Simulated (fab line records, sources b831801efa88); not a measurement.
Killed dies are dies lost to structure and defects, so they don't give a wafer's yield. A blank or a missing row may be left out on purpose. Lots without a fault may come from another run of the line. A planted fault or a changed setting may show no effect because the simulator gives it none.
A sampling plan put to the test | flow gf180mcu | one fab line, 20 faults that these records tell of, each judged on the records of the lots that it struck
The plan is the line's own looks: the steps of the route at which a gauge or an inspection reads the wafer and doesn't change it. A look can be judged if struck wafers have a number there and the file gives its usual mean and standard deviation on fault-free wafers. Caught: at a look after the fault's first step, the mean of the struck wafers lies 4 or more of those standard deviations (sigma) from the usual mean. On the tool: the same test on the tool's own readings at the fault's steps. Another recipe on the struck wafers, or a record that is blank for them alone, also counts as caught.

THE FAULTS, as the simulator had put them in
1. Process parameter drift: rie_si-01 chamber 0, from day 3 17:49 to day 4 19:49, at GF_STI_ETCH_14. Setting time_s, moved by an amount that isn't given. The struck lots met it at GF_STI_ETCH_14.
2. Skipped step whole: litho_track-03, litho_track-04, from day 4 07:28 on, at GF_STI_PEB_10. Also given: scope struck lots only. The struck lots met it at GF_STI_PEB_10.
3. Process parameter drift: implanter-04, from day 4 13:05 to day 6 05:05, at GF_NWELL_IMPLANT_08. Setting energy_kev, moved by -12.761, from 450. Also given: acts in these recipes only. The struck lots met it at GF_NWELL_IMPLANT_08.
4. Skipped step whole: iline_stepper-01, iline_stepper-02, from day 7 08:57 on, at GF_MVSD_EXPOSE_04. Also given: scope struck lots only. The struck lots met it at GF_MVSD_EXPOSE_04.
5. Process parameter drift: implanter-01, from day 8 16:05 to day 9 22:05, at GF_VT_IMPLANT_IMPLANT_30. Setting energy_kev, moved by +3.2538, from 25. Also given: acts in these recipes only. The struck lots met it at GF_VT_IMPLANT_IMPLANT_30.
6. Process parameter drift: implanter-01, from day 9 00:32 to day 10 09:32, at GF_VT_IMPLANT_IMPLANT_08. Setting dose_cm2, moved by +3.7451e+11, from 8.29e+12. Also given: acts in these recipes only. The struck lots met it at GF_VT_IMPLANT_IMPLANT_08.
7. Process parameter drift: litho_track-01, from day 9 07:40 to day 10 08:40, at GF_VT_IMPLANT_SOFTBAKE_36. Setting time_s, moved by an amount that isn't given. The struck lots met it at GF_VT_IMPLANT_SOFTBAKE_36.
8. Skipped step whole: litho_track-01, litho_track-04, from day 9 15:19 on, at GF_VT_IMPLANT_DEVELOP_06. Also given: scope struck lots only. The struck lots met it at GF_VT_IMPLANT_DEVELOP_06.
9. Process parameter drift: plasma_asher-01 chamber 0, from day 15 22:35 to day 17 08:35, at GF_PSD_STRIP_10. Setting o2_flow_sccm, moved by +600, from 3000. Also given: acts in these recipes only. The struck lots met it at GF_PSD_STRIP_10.
10. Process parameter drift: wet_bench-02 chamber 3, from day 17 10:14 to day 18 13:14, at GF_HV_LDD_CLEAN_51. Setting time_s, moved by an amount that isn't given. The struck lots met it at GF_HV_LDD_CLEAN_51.
11. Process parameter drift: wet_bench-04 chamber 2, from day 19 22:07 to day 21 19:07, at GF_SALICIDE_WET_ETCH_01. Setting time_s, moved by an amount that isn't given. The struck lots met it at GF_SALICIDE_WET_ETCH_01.
12. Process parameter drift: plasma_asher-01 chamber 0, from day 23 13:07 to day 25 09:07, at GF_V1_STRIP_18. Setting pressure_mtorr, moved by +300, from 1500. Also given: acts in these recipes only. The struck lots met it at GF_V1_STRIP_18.
13. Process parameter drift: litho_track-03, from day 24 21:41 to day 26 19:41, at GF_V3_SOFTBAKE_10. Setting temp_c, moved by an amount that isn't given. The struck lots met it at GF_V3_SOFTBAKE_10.
14. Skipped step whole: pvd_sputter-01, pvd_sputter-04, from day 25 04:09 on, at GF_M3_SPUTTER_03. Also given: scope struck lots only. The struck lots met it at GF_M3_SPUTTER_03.
15. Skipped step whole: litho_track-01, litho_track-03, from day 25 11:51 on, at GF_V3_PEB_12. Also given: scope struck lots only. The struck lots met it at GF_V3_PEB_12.
16. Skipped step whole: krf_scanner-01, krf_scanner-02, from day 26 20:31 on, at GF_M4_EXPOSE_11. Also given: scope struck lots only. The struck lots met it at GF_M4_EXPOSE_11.
17. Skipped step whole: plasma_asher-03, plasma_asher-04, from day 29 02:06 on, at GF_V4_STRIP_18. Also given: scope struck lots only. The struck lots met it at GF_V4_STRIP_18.
18. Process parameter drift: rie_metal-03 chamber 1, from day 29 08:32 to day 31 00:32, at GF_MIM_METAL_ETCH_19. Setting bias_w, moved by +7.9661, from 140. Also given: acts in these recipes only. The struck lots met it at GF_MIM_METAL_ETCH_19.
19. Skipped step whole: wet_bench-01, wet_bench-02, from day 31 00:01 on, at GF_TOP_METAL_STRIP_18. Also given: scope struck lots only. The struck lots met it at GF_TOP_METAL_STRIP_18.
20. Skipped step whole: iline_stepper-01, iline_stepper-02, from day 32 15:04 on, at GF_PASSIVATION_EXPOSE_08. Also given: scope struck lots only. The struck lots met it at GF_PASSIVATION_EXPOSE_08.

WHAT THE PLAN SAW
fault | on the tool itself                               | first look that catches it                      | reading, sigma | median hours from its first step to that look | hours from the fault's start to the first struck lot there | judged looks passed uncaught
1     | run_length_s +12 sigma                           | no look after it can be judged                  | -              | -                                             | -                                                          | 0
2     | the tool's record is blank for the struck wafers | no look after it can be judged                  | -              | -                                             | -                                                          | 0
3     | beam_energy_keV -91 sigma                        | no look after it can be judged                  | -              | -                                             | -                                                          | 0
4     | no reading that can be judged                    | none of the 2 looks that can be judged after it | -              | -                                             | -                                                          | 2
5     | beam_energy_keV +99 or beyond sigma              | not the one look that can be judged after it    | -              | -                                             | -                                                          | 1
6     | dose_ions_cm2 +37 sigma                          | not the one look that can be judged after it    | -              | -                                             | -                                                          | 1
7     | heater_power_total_W +38 sigma                   | not the one look that can be judged after it    | -              | -                                             | -                                                          | 1
8     | the tool's record is blank for the struck wafers | no look after it can be judged                  | -              | -                                             | -                                                          | 0
9     | o2_flow_sccm +61 sigma                           | no look after it can be judged                  | -              | -                                             | -                                                          | 0
10    | run_length_s -33 sigma                           | no look after it can be judged                  | -              | -                                             | -                                                          | 0
11    | run_length_s +18 sigma                           | none of the 2 looks that can be judged after it | -              | -                                             | -                                                          | 2
12    | chamber_pressure_mTorr +99 or beyond sigma       | not the one look that can be judged after it    | -              | -                                             | -                                                          | 1
13    | heater_power_total_W +62 sigma                   | GF_V3_CD_MEAS_14                                | cd_nm +8.6     | 10.4                                          | 16                                                         | 0
14    | the tool's record is blank for the struck wafers | no look after it can be judged                  | -              | -                                             | -                                                          | 0
15    | the tool's record is blank for the struck wafers | no look after it can be judged                  | -              | -                                             | -                                                          | 0
16    | no reading that can be judged                    | no look after it can be judged                  | -              | -                                             | -                                                          | 0
17    | the tool's record is blank for the struck wafers | no look after it can be judged                  | -              | -                                             | -                                                          | 0
18    | bias_w +17 sigma                                 | no look after it can be judged                  | -              | -                                             | -                                                          | 0
19    | the tool's record is blank for the struck wafers | no look after it can be judged                  | -              | -                                             | -                                                          | 0
20    | no reading that can be judged                    | no look after it can be judged                  | -              | -                                             | -                                                          | 0
A dash: the fault isn't caught, or these records don't give the number.

Caught at a look: 1 of 20. Caught on the tool: 17 of 20. By one or the other: 17 of 20.
Caught on the tool alone: faults 1, 2, 3, 5, 6, 7, 8, 9, 10, 11, 12, 14, 15, 17, 18, 19.
Caught by neither: faults 4, 16, 20.

THINNER SAMPLING
If the look that catches a fault measured only every second or every third lot, by lot number, the first struck lot would be measured this late in the worst case:
fault | struck lots at that look, in order of time | every lot | every second lot | every third lot
13    | L485, L489                                 | 16 h      | may miss all 2   | may miss all 2
Hours are from the fault's start to the first struck lot that is measured. The limit of 4 sigma was tested on all struck wafers together, so one lot alone may lie under it. Other struck lots may not be in these records.

THE LONGEST TIMED WAY FROM STEP TO LOOK
Fault 13: a median of 10.4 hours passes between GF_V3_SOFTBAKE_10 and GF_V3_CD_MEAS_14. No look between them can be judged.
